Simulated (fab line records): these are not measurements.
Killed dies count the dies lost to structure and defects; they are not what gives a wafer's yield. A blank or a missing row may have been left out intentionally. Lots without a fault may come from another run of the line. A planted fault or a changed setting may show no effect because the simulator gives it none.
Problem report, 8D (eight disciplines) form, completed by code | flow gf180mcu | the parts of the form that need people (team, actions taken, sign-off) are left out

1. WHAT WENT WRONG
Mean of runLengthS at GF_STI_ETCH_14: 120.7 s across 2 wafers in 2 lots; on wafers with no fault it is 131.2 s (standard deviation 0.4). That is -26 standard deviations from the usual mean.
The step: etches Si in HBr/Cl2/O2, target depth 360 nm, time 102.9 s.
First seen on wafer L478.6, day 2 17:19, on rieSi-02. The record holds 18 wafers of 6 lots with a number at this step. By rule, "out" or "out of limits" means more than 4 standard deviations away from the usual mean. Any other wafer with a number is counted as sound.

2. WHAT IT IS AND WHAT IT IS NOT
question                    | is               | is not
which readings at this step | runLengthS       | drypumpMotorCurrentA, heBacksideLeakSccm, oesProductAu, throttleValvePct
which lots                  | L478, L479       | L475, L488, L490, L498
which wafers of those lots  | L478.6, L479.1   | L478.3, L478.5, L479.2, L479.4
read on which tools         | rieSi-02         | rieSi-01
when                        | from day 2 17:19 | up to then (5 sound wafers); but 11 sound wafers of L479, L488, L490, L498 came after

3. WHAT RULES OUT EACH SUSPECT
Counting: a tool at a process step up to the reading stays a suspect if it ran every lot that is out. Sound lots after the first of them don't rule it out here, since some wafers of a struck lot are sound.
- rieDiel-01 at GF_STI_ETCH_13 (etches the open film in CHF3/O2, stops on Si, target depth 282.31 nm, time 112.9 s): kept. It ran every lot that is out, first L478 (day 2 17:14).
- rieSi-02 at GF_STI_ETCH_14 (etches Si in HBr/Cl2/O2, target depth 360 nm, time 102.9 s): kept. It ran every lot that is out, first L478 (day 2 17:19). Its own runLengthS readings are out on those wafers.
- At GF_STI_ETCH_14, inside rieSi-02: chamber 0 took the wafers that are out, while their sound lot-mates went through chambers 1, 2, 3.
Remaining after the count are rieDiel-01 at GF_STI_ETCH_13 and rieSi-02 at GF_STI_ETCH_14.

4. THE CAUSE (what the simulator had put in)
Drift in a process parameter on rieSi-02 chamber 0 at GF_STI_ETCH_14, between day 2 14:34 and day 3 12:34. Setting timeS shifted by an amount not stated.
Of the 2 suspects that counting leaves, this tool is one.

5. SEQUENCE OF EFFECTS, ordered by route
One row per reading whose mean, taken over the struck wafers that have a number, lies over 3 standard deviations from the usual. Readings are gone through only where the record gives a usual standard deviation; hours: the median, over the lots, of the time from a lot's start at the first step in this table giving one to that lot's start at this step; sigmas: the change measured in usual standard deviations.
hours | step           | reading    | usual   | on struck wafers | change | sigmas
0     | GF_STI_ETCH_14 | runLengthS | 131.2 s | 120.7            | -10.5  | -26
The process steps in it:
- GF_STI_ETCH_14: etches Si in HBr/Cl2/O2, target depth 360 nm, time 102.9 s.

6. HOW IT WOULD HAVE BEEN CAUGHT EARLIER
First out-of-limits reading in this record: day 2 17:19, which is 3 hours after fault onset at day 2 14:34.
